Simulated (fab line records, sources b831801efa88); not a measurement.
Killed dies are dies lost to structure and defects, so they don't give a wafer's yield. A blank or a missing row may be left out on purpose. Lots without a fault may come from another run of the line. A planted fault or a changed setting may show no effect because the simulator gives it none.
fab line records | flow sky130
record lots=24 wafers=72 last_day=50
route steps=708 shown NWELL@34 VT_ADJUST_LVTN@107 SONOS_ONO@185 LDD_N@244 POLY_CUT@316
lots that met no fault: from a run of the same line without faults
start_h: hours from the record's first day to the start of the lot's first wafer shown | wait_h: hours since the lot's step before | " the same as in the row above | L1.1+2: a row that stands for several wafers | - no value, or no start given | * or withheld: withheld | < > ~ a bound
route shown NAME@n: a module of which the file shows steps, and the number in the route of the first | usual: mean/standard deviation of fault-free wafers | same: alike in all rows | chamber/n: place in a boat | sites: the reading at each site | _std_site: their standard deviation | _edge_site: outer sites' mean less inner sites' | radius_mm: how far each site lies from the wafer's centre | mask NAME#n: copy n | behind: the tool/chamber that last shaped the wafer | hold: why the lot was held/for how many hours/how that ended | device: the transistor (n, p or np) that didn't switch | end of line: the same wafers' tests at the end of the route | a step without rows: its recipe alone | killed: dies lost to structure and defects at the first sort, not the wafer's yield | map: a wafer's dies, x killed, . not, _ none there
set.NAME: the setting as run; set.NAME@STEP: as run at that earlier step | model.NAME: the simulator's own value behind a step, which no gauge read
steps of the route over a sample of lots; a table a step, a row a wafer
services: from which hour (start_h, from the record's first day; less than 0 if before it) a tool's chamber was out of use, for how many hours, and why
## steps
# step SKY_NWELL_THK_MEAS_02
# recipe reads=SiO2_of_NWELL_OXIDATION_01
# usual NWELL_OXIDATION_THK=9.97/0.17
# columns lot.wafer tool chamber start_h wait_h NWELL_OXIDATION_THK[nm]
L075.1 film_metro-03 - 51.37 0.0 9.81
L075.4 " - " " 9.75
L075.6 " - " " 9.94
L074.2 film_metro-01 - 51.38 0.0 9.81
L074.3 " - " " 10.06
L074.5 " - " " 10.09
L076.1 film_metro-04 - 63.85 0.0 10.04
L076.5 " - " " 9.87
L076.6 " - " " 9.72
L077.1 film_metro-03 - 63.85 0.0 9.81
L077.2 " - " " 9.79
L077.4 " - " " 9.74
L078.3 film_metro-04 - 69.92 0.0 9.96
L078.4 " - " " 9.96
L078.6 " - " " 10.00
L079.2 film_metro-04 - 69.97 0.1 9.89
L079.4 " - " " 9.94
L079.5 " - " " 9.95
L080.4 film_metro-03 - 75.07 0.0 10.16
L080.5 " - " " 10.30
L080.6 " - " " 10.13
L081.2 film_metro-04 - 83.51 0.0 10.19
L081.4 " - " " 10.25
L081.6 " - " " 10.17
L082.3 film_metro-03 - 83.52 0.0 9.78
L082.4 " - " " 9.85
L082.5 " - " " 9.91
L083.2 film_metro-04 - 89.18 0.0 9.91
L083.3 " - " " 9.77
L083.5 " - " " 9.83
L084.2 film_metro-01 - 90.57 0.0 10.08
L084.3 " - " " 10.15
L084.6 " - " " 10.04
L085.3 film_metro-01 - 97.37 0.0 9.80
L085.5 " - " " 9.71
L085.6 " - " " 9.69
L086.2 film_metro-04 - 98.76 0.0 9.98
L086.5 " - " " 9.96
L086.6 " - " " 10.00
L087.1 film_metro-03 - 104.44 0.0 10.01
L087.3 " - " " 9.86
L087.5 " - " " 10.02
L088.1 film_metro-01 - 110.40 0.0 9.72
L088.2 " - " " 9.96
L088.3 " - " " 9.83
L089.1 film_metro-01 - 116.47 0.0 9.90
L089.3 " - " " 9.92
L089.6 " - " " 9.68
L090.2 film_metro-04 - 121.16 0.0 9.96
L090.3 " - " " 9.78
L090.5 " - " " 9.69
L091.2 film_metro-03 - 128.36 0.0 10.39
L091.5 " - " " 10.32
L091.6 " - " " 10.13
L092.1 film_metro-03 - 131.27 0.0 10.17
L092.2 " - " " 10.24
L092.5 " - " " 10.17
L093.2 film_metro-03 - 135.13 0.0 10.11
L093.3 " - " " 10.24
L093.4 " - " " 10.09
L094.3 film_metro-01 - 139.46 0.0 10.08
L094.4 " - " " 10.01
L094.5 " - " " 10.05
L095.1 film_metro-04 - 145.82 0.0 10.01
L095.3 " - " " 9.98
L095.5 " - " " 10.03
L096.4 film_metro-01 - 149.71 0.0 10.04
L096.5 " - " " 9.75
L096.6 " - " " 9.78
L097.2 film_metro-04 - 155.65 0.0 9.85
L097.5 " - " " 9.95
L097.6 " - " " 10.00
# step SKY_NWELL_RS_MEAS_29
# recipe thk_meas_gauge=four-point-probe
# usual NWELL_RS=619.2/1.6
# columns lot.wafer tool chamber start_h wait_h NWELL_RS[ohm/sq]
L075.1 film_metro-03 - 117.22 0.1 617.6
L075.4 " - " " 617.3
L075.6 " - " " 617.8
L074.2 film_metro-04 - 119.34 0.2 619.9
L074.3 " - " " 617.7
L074.5 " - " " 619.1
L077.1 film_metro-01 - 134.12 0.2 616.2
L077.2 " - " " 618.4
L077.4 " - " " 619.7
L076.1 film_metro-03 - 134.37 0.1 618.7
L076.5 " - " " 618.5
L076.6 " - " " 618.7
L078.3 film_metro-03 - 139.78 0.1 619.4
L078.4 " - " " 620.2
L078.6 " - " " 620.6
L079.2 film_metro-03 - 140.55 0.1 617.0
L079.4 " - " " 617.2
L079.5 " - " " 616.7
L080.4 film_metro-03 - 149.28 0.1 619.8
L080.5 " - " " 619.9
L080.6 " - " " 619.5
L082.3 film_metro-03 - 157.77 0.1 620.8
L082.4 " - " " 621.2
L082.5 " - " " 618.6
L081.2 film_metro-01 - 158.75 0.2 622.4
L081.4 " - " " 620.2
L081.6 " - " " 620.2
L083.2 film_metro-01 - 165.99 0.1 622.2
L083.3 " - " " 619.3
L083.5 " - " " 619.0
L084.2 film_metro-04 - 167.69 0.2 620.2
L084.3 " - " " 618.2
L084.6 " - " " 620.7
L085.3 film_metro-01 - 175.73 0.1 619.4
L085.5 " - " " 618.9
L085.6 " - " " 621.2
L086.2 film_metro-03 - 178.19 0.1 620.1
L086.5 " - " " 620.6
L086.6 " - " " 619.4
L087.1 film_metro-01 - 185.00 0.2 620.7
L087.3 " - " " 619.1
L087.5 " - " " 619.4
L088.1 film_metro-04 - 190.09 0.1 621.8
L088.2 " - " " 622.2
L088.3 " - " " 622.8
L089.1 film_metro-04 - 196.92 0.1 616.0
L089.3 " - " " 618.1
L089.6 " - " " 615.3
L090.2 film_metro-01 - 203.30 0.1 620.7
L090.3 " - " " 619.8
L090.5 " - " " 620.3
L091.2 film_metro-04 - 211.26 0.1 620.8
L091.5 " - " " 621.9
L091.6 " - " " 621.9
L092.1 film_metro-04 - 216.39 0.1 618.5
L092.2 " - " " 618.9
L092.5 " - " " 619.9
L093.2 film_metro-04 - 219.89 0.1 614.9
L093.3 " - " " 615.9
L093.4 " - " " 616.3
L094.3 film_metro-04 - 225.56 0.1 620.0
L094.4 " - " " 620.8
L094.5 " - " " 620.3
L095.1 film_metro-03 - 232.35 0.1 618.5
L095.3 " - " " 617.9
L095.5 " - " " 617.6
L096.4 film_metro-03 - 235.93 0.1 618.4
L096.5 " - " " 616.4
L096.6 " - " " 617.8
L097.2 film_metro-03 - 243.75 0.1 621.1
L097.5 " - " " 620.8
L097.6 " - " " 621.0
# step SKY_VT_ADJUST_LVTN_TW_MEAS_10
# usual VT_ADJUST_LVTN_TW=242.9/2.5
# columns lot.wafer tool chamber start_h wait_h VT_ADJUST_LVTN_TW
L075.1 film_metro-01 - 156.09 0.1 245.6
L075.4 " - " " 245.0
L075.6 " - " " 245.3
L074.2 film_metro-04 - 158.55 0.1 244.7
L074.3 " - " " 244.5
L074.5 " - " " 244.5
L077.1 film_metro-01 - 174.92 0.1 245.9
L077.2 " - " " 246.3
L077.4 " - " " 245.7
L076.1 film_metro-01 - 175.27 0.1 246.3
L076.5 " - " " 246.6
L076.6 " - " " 245.7
L078.3 film_metro-04 - 181.29 0.1 242.9
L078.4 " - " " 243.5
L078.6 " - " " 243.1
L079.2 film_metro-02 - 181.30 0.1 240.5
L079.4 " - " " 241.2
L079.5 " - " " 240.0
L080.4 film_metro-04 - 191.55 0.1 243.1
L080.5 " - " " 242.4
L080.6 " - " " 242.8
L082.3 film_metro-02 - 200.46 0.1 239.1
L082.4 " - " " 239.3
L082.5 " - " " 241.1
L081.2 film_metro-01 - 200.80 0.1 244.9
L081.4 " - " " 247.7
L081.6 " - " " 245.2
L083.2 film_metro-02 - 208.64 0.1 239.2
L083.3 " - " " 239.9
L083.5 " - " " 239.4
L084.2 film_metro-04 - 210.97 0.1 244.1
L084.3 " - " " 242.7
L084.6 " - " " 243.7
L085.3 film_metro-02 - 219.91 0.1 239.8
L085.5 " - " " 240.0
L085.6 " - " " 240.0
L086.2 film_metro-04 - 222.40 0.1 245.2
L086.5 " - " " 244.6
L086.6 " - " " 244.1
L087.1 film_metro-02 - 229.67 0.1 238.5
L087.3 " - " " 238.8
L087.5 " - " " 239.3
L088.1 film_metro-02 - 234.64 0.1 240.0
L088.2 " - " " 240.1
L088.3 " - " " 239.4
L089.1 film_metro-02 - 242.59 0.1 242.2
L089.3 " - " " 241.7
L089.6 " - " " 242.0
L090.2 film_metro-02 - 249.39 0.1 243.4
L090.3 " - " " 241.4
L090.5 " - " " 241.8
L091.2 film_metro-01 - 257.34 0.1 244.8
L091.5 " - " " 246.3
L091.6 " - " " 246.6
L092.1 film_metro-02 - 262.99 0.1 242.7
L092.2 " - " " 244.4
L092.5 " - " " 242.5
L093.2 film_metro-02 - 267.59 0.1 241.0
L093.3 " - " " 241.3
L093.4 " - " " 241.9
L094.3 film_metro-01 - 273.21 0.1 245.7
L094.4 " - " " 244.2
L094.5 " - " " 245.3
L095.1 film_metro-01 - 281.33 0.1 245.7
L095.3 " - " " 245.1
L095.5 " - " " 244.9
L096.4 film_metro-02 - 284.95 0.1 240.8
L096.5 " - " " 241.1
L096.6 " - " " 240.1
L097.2 film_metro-02 - 293.85 0.1 241.6
L097.5 " - " " 242.5
L097.6 " - " " 241.9
# step SKY_SONOS_ONO_STRIP_17
# recipe chemistry=O2/N2 power_w=1400 pressure_mtorr=1500 platen_temp_c=withheld o2_flow_sccm=3000 n2_flow_sccm=300 overash_fraction=0.5
# usual drypump_motor_current_A=5.7/0.46 oes_product_au=0.710/0.0051 strip_time_to_endpoint_s=14.34/0.037
# same overash_fraction=0.5
# columns lot.wafer tool chamber start_h wait_h drypump_motor_current_A oes_product_au rf_hours_counter_h strip_time_to_endpoint_s
L075.1 plasma_asher-02 1 299.27 0.0 4.7 0.718 65 14.40
L075.4 " 0 " " 5.2 0.709 - 14.36
L075.6 " 0 " " 5.2 0.709 - 14.38
L074.2 plasma_asher-03 0 303.20 0.0 6.1 0.713 18 14.38
L074.3 " 1 " " 5.6 0.710 - 14.35
L074.5 " 0 " " 6.1 0.698 - 14.35
L077.1 plasma_asher-04 0 320.74 0.0 6.2 0.703 54 14.29
L077.2 " 1 " " 5.6 0.712 54 14.27
L077.4 " 0 " " 6.2 0.715 - 14.31
L076.1 plasma_asher-04 0 321.00 0.0 6.2 0.708 54 14.37
L076.5 " 1 " " 5.5 0.705 - 14.31
L076.6 " 0 " " 6.2 0.713 - 14.39
L079.2 plasma_asher-02 1 329.57 0.0 4.7 0.711 67 14.36
L079.4 " 1 " " 4.7 0.705 - 14.35
L079.5 " 0 " " 5.2 0.711 - 14.33
L078.3 plasma_asher-03 1 330.22 0.0 5.7 0.707 - 14.37
L078.4 " 0 " " 6.1 0.709 - 14.40
L078.6 " 1 " " 5.7 0.709 - 14.40
L081.2 plasma_asher-03 0 389.67 0.0 6.1 0.711 27 14.38
L081.4 " 1 " " 5.6 0.710 - 14.36
L081.6 " 1 " " 5.6 0.709 - 14.38
L082.3 plasma_asher-04 0 389.87 0.0 6.2 0.709 - 14.30
L082.4 " 1 " " 5.5 0.709 - 14.31
L082.5 " 1 " " 5.5 0.708 - 14.31
L084.2 plasma_asher-02 0 389.97 0.0 5.2 0.704 73 14.32
L084.3 " 0 " " 5.2 0.723 - 14.34
L084.6 " 0 " " 5.2 0.715 - 14.34
L085.3 plasma_asher-03 1 390.30 0.0 5.6 0.700 - 14.35
L085.5 " 1 " " 5.6 0.711 - 14.34
L085.6 " 0 " " 6.1 0.710 - 14.34
L087.1 plasma_asher-04 1 390.30 0.0 5.5 0.713 61 14.26
L087.3 " 1 " " 5.5 0.718 - 14.31
L087.5 " 0 " " 6.2 0.717 - 14.27
L080.4 plasma_asher-03 1 390.69 0.0 5.7 0.717 - 14.31
L080.5 " 0 " " 6.1 0.713 - 14.31
L080.6 " 1 " " 5.6 0.710 - 14.31
L086.2 plasma_asher-04 1 390.95 0.0 5.6 0.698 61 14.41
L086.5 " 0 " " 6.2 0.715 - 14.39
L086.6 " 1 " " 5.5 0.711 - 14.36
L083.2 plasma_asher-02 1 390.95 0.0 4.7 0.709 74 14.38
L083.3 " 1 " " 4.7 0.706 - 14.39
L083.5 " 1 " " 4.7 0.711 - 14.38
L088.1 plasma_asher-03 0 395.90 0.0 6.1 0.720 27 14.37
L088.2 " 1 " " 5.7 0.707 27 14.39
L088.3 " 1 " " 5.7 0.709 - 14.33
L089.1 plasma_asher-04 0 401.58 0.0 6.2 0.707 62 14.35
L089.3 " 1 " " 5.5 0.702 - 14.36
L089.6 " 0 " " 6.2 0.711 - 14.37
L090.2 plasma_asher-03 1 411.92 0.0 5.6 0.704 29 14.33
L090.3 " 0 " " 6.1 0.703 - 14.30
L090.5 " 1 " " 5.6 0.717 - 14.32
L091.2 plasma_asher-04 1 430.80 0.0 5.5 0.717 65 14.29
L091.5 " 0 " " 6.2 0.707 - 14.28
L091.6 " 1 " " 5.6 0.711 - 14.30
L092.1 plasma_asher-03 1 433.00 0.0 5.6 0.710 32 14.30
L092.2 " 0 " " 6.1 0.714 32 14.32
L092.5 " 0 " " 6.1 0.719 - 14.32
L093.2 plasma_asher-04 1 436.87 0.0 5.5 0.710 66 14.32
L093.3 " 0 " " 6.2 0.709 - 14.27
L093.4 " 1 " " 5.5 0.710 - 14.31
L094.3 plasma_asher-02 0 442.67 0.0 5.2 0.713 - 14.34
L094.4 " 1 " " 4.7 0.713 - 14.27
L094.5 " 1 " " 4.7 0.718 - 14.35
L095.1 plasma_asher-04 0 453.63 0.0 6.2 0.713 67 14.34
L095.3 " 1 " " 5.5 0.707 - 14.36
L095.5 " 0 " " 6.2 0.701 - 14.38
L096.4 plasma_asher-03 1 458.78 0.0 5.7 0.715 - 14.32
L096.5 " 0 " " 6.1 0.715 - 14.32
L096.6 " 1 " " 5.7 0.712 - 14.36
L097.2 plasma_asher-04 0 469.02 0.0 6.2 0.709 70 14.34
L097.5 " 1 " " 5.5 0.706 - 14.27
L097.6 " 0 " " 6.2 0.699 - 14.32
# step SKY_LDD_N_OVL_MEAS_07
# usual LDD_N_OVL=1.4/1.1
# columns lot.wafer tool chamber start_h wait_h LDD_N_OVL[nm]
L075.1 overlay-02 - 419.82 0.1 2.9
L075.4 " - " " 1.7
L075.6 " - " " 0.7
L074.2 overlay-02 - 426.68 0.1 0.2
L074.3 " - " " -0.6
L074.5 " - " " -1.4
L076.1 overlay-01 - 446.40 0.1 1.8
L076.5 " - " " 2.9
L076.6 " - " " 3.2
L077.1 overlay-01 - 447.65 0.1 1.6
L077.2 " - " " 1.6
L077.4 " - " " 0.7
L079.2 overlay-02 - 457.41 0.1 2.9
L079.4 " - " " 2.5
L079.5 " - " " 1.4
L078.3 overlay-01 - 461.01 0.1 1.4
L078.4 " - " " 1.6
L078.6 " - " " 1.3
L084.2 overlay-02 - 520.49 0.1 0.9
L084.3 " - " " 0.0
L084.6 " - " " 2.0
L082.3 overlay-01 - 522.23 0.1 1.2
L082.4 " - " " 0.3
L082.5 " - " " 1.4
L081.2 overlay-01 - 523.31 0.1 1.1
L081.4 " - " " 0.5
L081.6 " - " " 2.2
L080.4 overlay-02 - 528.20 0.1 1.9
L080.5 " - " " 2.6
L080.6 " - " " 3.3
L085.3 overlay-01 - 528.50 0.1 2.5
L085.5 " - " " 1.9
L085.6 " - " " 0.9
L087.1 overlay-01 - 528.60 0.1 2.0
L087.3 " - " " 2.4
L087.5 " - " " 2.8
L086.2 overlay-02 - 528.83 0.1 1.5
L086.5 " - " " 1.6
L086.6 " - " " 2.0
L083.2 overlay-01 - 529.13 0.1 2.6
L083.3 " - " " 2.3
L083.5 " - " " 2.3
L088.1 overlay-02 - 530.55 0.1 1.6
L088.2 " - " " -0.2
L088.3 " - " " 0.7
L089.1 overlay-01 - 534.82 0.1 2.9
L089.3 " - " " 1.0
L089.6 " - " " 2.1
L090.2 overlay-01 - 541.64 0.1 3.4
L090.3 " - " " 2.7
L090.5 " - " " 1.7
L091.2 overlay-01 - 561.59 0.1 0.5
L091.5 " - " " -2.1
L091.6 " - " " -0.7
L092.1 overlay-01 - 565.82 0.1 0.2
L092.2 " - " " 2.0
L092.5 " - " " 2.0
L093.2 overlay-01 - 569.98 0.1 2.3
L093.3 " - " " 1.2
L093.4 " - " " 2.2
L094.3 overlay-01 - 571.06 0.1 0.8
L094.4 " - " " 1.9
L094.5 " - " " 2.1
L095.1 overlay-01 - 582.40 0.1 0.9
L095.3 " - " " 0.2
L095.5 " - " " 0.2
L096.4 overlay-02 - 590.02 0.1 1.7
L096.5 " - " " 2.8
L096.6 " - " " 1.1
L097.2 overlay-02 - 598.03 0.1 2.1
L097.5 " - " " 2.7
L097.6 " - " " 1.7
# step SKY_POLY_CUT_OVL_MEAS_09
# usual POLY_CUT_OVL=1/5.6
# columns lot.wafer tool chamber start_h wait_h POLY_CUT_OVL[nm]
L075.1 overlay-02 - 575.56 0.1 2
L075.4 " - " " -4
L075.6 " - " " -3
L074.2 overlay-01 - 582.77 0.1 -19
L074.3 " - " " -5
L074.5 " - " " -11
L076.1 overlay-01 - 602.06 0.1 8
L076.5 " - " " 1
L076.6 " - " " 12
L077.1 overlay-02 - 602.25 0.1 -8
L077.2 " - " " 0
L077.4 " - " " 2
L079.2 overlay-02 - 610.01 0.1 5
L079.4 " - " " 2
L079.5 " - " " 4
L078.3 overlay-01 - 616.91 0.1 4
L078.4 " - " " 2
L078.6 " - " " -1
L084.2 overlay-02 - 670.85 0.1 9
L084.3 " - " " 6
L084.6 " - " " 0
L082.3 overlay-01 - 673.28 0.1 -3
L082.4 " - " " 0
L082.5 " - " " 0
L081.2 overlay-02 - 674.72 0.1 5
L081.4 " - " " 4
L081.6 " - " " -3
L085.3 overlay-01 - 678.76 0.1 -4
L085.5 " - " " -6
L085.6 " - " " -6
L087.1 overlay-01 - 678.91 0.1 -2
L087.3 " - " " 7
L087.5 " - " " 0
L080.4 overlay-01 - 679.11 0.1 7
L080.5 " - " " 2
L080.6 " - " " -2
L086.2 overlay-02 - 680.36 0.1 -2
L086.5 " - " " 6
L086.6 " - " " -2
L088.1 overlay-01 - 680.51 0.1 -2
L088.2 " - " " 6
L088.3 " - " " 4
L083.2 overlay-02 - 680.65 0.1 7
L083.3 " - " " 1
L083.5 " - " " -1
L089.1 overlay-01 - 682.50 0.1 0
L089.3 " - " " -1
L089.6 " - " " 6
L090.2 overlay-02 - 689.55 0.1 8
L090.3 " - " " -4
L090.5 " - " " 0
L091.2 overlay-01 - 710.62 0.1 12
L091.5 " - " " 1
L091.6 " - " " 6
L092.1 overlay-01 - 713.84 0.1 -7
L092.2 " - " " -8
L092.5 " - " " -6
L093.2 overlay-02 - 715.70 0.1 0
L093.3 " - " " 1
L093.4 " - " " 1
L094.3 overlay-01 - 718.03 0.1 3
L094.4 " - " " -3
L094.5 " - " " -6
L095.1 overlay-01 - 727.54 0.1 -1
L095.3 " - " " -4
L095.5 " - " " -1
L096.4 overlay-01 - 737.48 0.1 3
L096.5 " - " " 2
L096.6 " - " " 0
L097.2 overlay-02 - 741.80 0.1 8
L097.5 " - " " 0
L097.6 " - " " 2
## services
# columns tool chamber start_h hours kind
plasma_asher-03 - 291.16 0.9 repair
plasma_asher-02 - 313.37 14.7 repair
plasma_asher-04 - 337.45 3.7 repair
plasma_asher-03 - 350.64 2.9 repair
plasma_asher-02 - 402.26 2.8 pm
plasma_asher-03 - 419.41 0.7 repair
plasma_asher-02 - 443.33 38.4 repair
## key
fault none
